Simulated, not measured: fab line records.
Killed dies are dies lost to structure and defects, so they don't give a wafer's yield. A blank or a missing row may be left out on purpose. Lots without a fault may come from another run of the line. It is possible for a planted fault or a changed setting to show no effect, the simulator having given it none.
What tool caused it? :: flow sfq_line :: 21 wafers from 7 lots sampled at 2 of the route's 325 steps

## WHAT THE GAUGES SHOWED, per wafer
SFQ_M0_OVL_MEAS_906.
lot: L960
measured: day 11 18:34
on: overlay-01
M0_OVL (nm): -3 -2 1

lot: L962
measured: day 12 11:22
on: overlay-02
M0_OVL (nm): 7 4 3

lot: L964
measured: day 13 11:29
on: overlay-01
M0_OVL (nm): -5 -3 -3

lot: L967
measured: day 15 07:53
on: overlay-02
M0_OVL (nm): 0 -6 4

lot: L969
measured: day 16 05:37
on: overlay-02
M0_OVL (nm): -2 1 -4

lot: L976
measured: day 18 09:20
on: overlay-01
M0_OVL (nm): 0 0 2

lot: L981
measured: day 20 14:47
on: overlay-01
M0_OVL (nm): 4 2 5

## WHAT TOOL EACH LOT RAN ON (gives the tool, then ch and the chambers of the sampled wafers, and finally the start)
lot: L960
SFQ_TRILAYER_INCOMING_OXIDATION_002: furnace-02 ch 0, day 1 15:07

lot: L962
SFQ_TRILAYER_INCOMING_OXIDATION_002: furnace-01 ch 0, day 2 01:07

lot: L964
SFQ_TRILAYER_INCOMING_OXIDATION_002: furnace-02 ch 0, day 2 11:07

lot: L967
SFQ_TRILAYER_INCOMING_OXIDATION_002: furnace-01 ch 0, day 3 02:07

lot: L969
SFQ_TRILAYER_INCOMING_OXIDATION_002: furnace-01 ch 0, day 3 12:07

lot: L976
SFQ_TRILAYER_INCOMING_OXIDATION_002: furnace-02 ch 0, day 4 23:07

lot: L981
SFQ_TRILAYER_INCOMING_OXIDATION_002: furnace-01 ch 0, day 6 00:07
- SFQ_TRILAYER_INCOMING_OXIDATION_002: target thk 500 nm, ox time 4939 s.

## THE ANSWER, worked out from the rows above alone
Rule: what is usual is taken from the lots themselves. The widest of any qualifying gaps counts: lots, ordered by their means at a reading, are off when they make up no more than a third of the lots, leave a main group of 4 or more, and stand apart from it by 3 or more times the standard deviation of that group's means. If all means in a main group match to the digits the tables above print for the reading, that group is not used. Also off: a lot with no number at a reading for which 4 or more lots have one. All remaining lots with rows at the step are treated as sound.
No lot is off at any reading shown: from this, nothing can be told.

## WHAT HAD BEEN PUT IN BY THE SIMULATOR
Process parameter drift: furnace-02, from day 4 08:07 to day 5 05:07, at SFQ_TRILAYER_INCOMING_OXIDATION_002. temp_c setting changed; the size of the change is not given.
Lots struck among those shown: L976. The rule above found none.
